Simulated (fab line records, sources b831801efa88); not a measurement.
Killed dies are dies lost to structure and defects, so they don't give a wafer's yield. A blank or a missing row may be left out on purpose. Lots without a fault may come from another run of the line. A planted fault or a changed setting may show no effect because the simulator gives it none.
Which tool did it? | flow sky130 | 6 lots, 18 wafers sampled, at 5 steps of a route of 708

WHAT THE GAUGES READ, wafer by wafer
SKY_VT_ADJUST_PCH_TW_MEAS_10.
lot  | measured     | on            | VT_ADJUST_PCH_TW
L365 | day 10 19:59 | film_metro-01 | 140.3 139.7 139.5
L367 | day 11 09:38 | film_metro-01 | 139.4 139.5 138.9
L373 | day 14 06:58 | film_metro-02 | 142.7 142.4 142.3
L377 | day 15 03:08 | film_metro-04 | 145.0 144.8 145.7
L379 | day 15 15:50 | film_metro-02 | 142.2 142.0 141.6
L386 | day 17 13:46 | film_metro-04 | 143.3 143.8 143.9

WHICH TOOL RAN EACH LOT (tool, then ch and the chambers of the sampled wafers, then the start)
lot  | SKY_FIELD_ISO_STRIP_16              | SKY_NWELL_COAT_05                | SKY_NWELL_STRIP_14                   | SKY_VT_ADJUST_LVTN_STRIP_09
L365 | plasma_asher-02 ch 0,1, day 2 15:53 | litho_track-04 ch 0, day 4 15:49 | plasma_asher-04 ch 0,1, day 4 23:44  | plasma_asher-03 ch 0,1, day 7 07:44
L367 | plasma_asher-03 ch 0,1, day 3 02:58 | litho_track-01 ch 0, day 5 00:52 | plasma_asher-04 ch 0, day 5 10:43    | plasma_asher-04 ch 0,1, day 7 20:35
L373 | plasma_asher-01 ch 0,1, day 4 10:51 | litho_track-03 ch 0, day 6 22:02 | plasma_asher-01 ch 0,1, day 7 08:20  | plasma_asher-03 ch 0,1, day 9 23:08
L377 | plasma_asher-01 ch 0,1, day 5 10:05 | litho_track-04 ch 0, day 7 17:13 | plasma_asher-04 ch 0,1, day 8 03:51  | plasma_asher-03 ch 0,1, day 10 21:17
L379 | plasma_asher-01 ch 0,1, day 5 20:36 | litho_track-04 ch 0, day 8 03:38 | plasma_asher-01 ch 0,1, day 8 14:35  | plasma_asher-01 ch 0,1, day 11 08:32
L386 | plasma_asher-01 ch 0,1, day 7 03:31 | litho_track-01 ch 0, day 9 14:16 | plasma_asher-04 ch 0,1, day 10 01:19 | plasma_asher-01 ch 0, day 13 00:41
- SKY_FIELD_ISO_STRIP_16: strips in O2/N2.
- SKY_NWELL_COAT_05: resist thk 3000 nm.
- SKY_NWELL_STRIP_14: strips in O2/N2.
- SKY_VT_ADJUST_LVTN_STRIP_09: strips in O2/N2.

THE ANSWER, worked out from the rows above alone
Rule: what is usual is taken from the lots themselves. Put in order of their means at a reading, lots are off if they are a third of the lots or fewer, leave a main group of 4 or more, and stand apart from it by a gap of 3 or more times the standard deviation of the main group's means; of several such gaps the widest counts. A main group whose means are all the same, to the digits that the tables above print for the reading, isn't used. A lot without any number at a reading at which 4 lots or more have one is off too. The other lots that the step has rows for count as sound.
No lot is off at any reading shown: from this, nothing can be told.

WHAT THE SIMULATOR HAD PUT IN
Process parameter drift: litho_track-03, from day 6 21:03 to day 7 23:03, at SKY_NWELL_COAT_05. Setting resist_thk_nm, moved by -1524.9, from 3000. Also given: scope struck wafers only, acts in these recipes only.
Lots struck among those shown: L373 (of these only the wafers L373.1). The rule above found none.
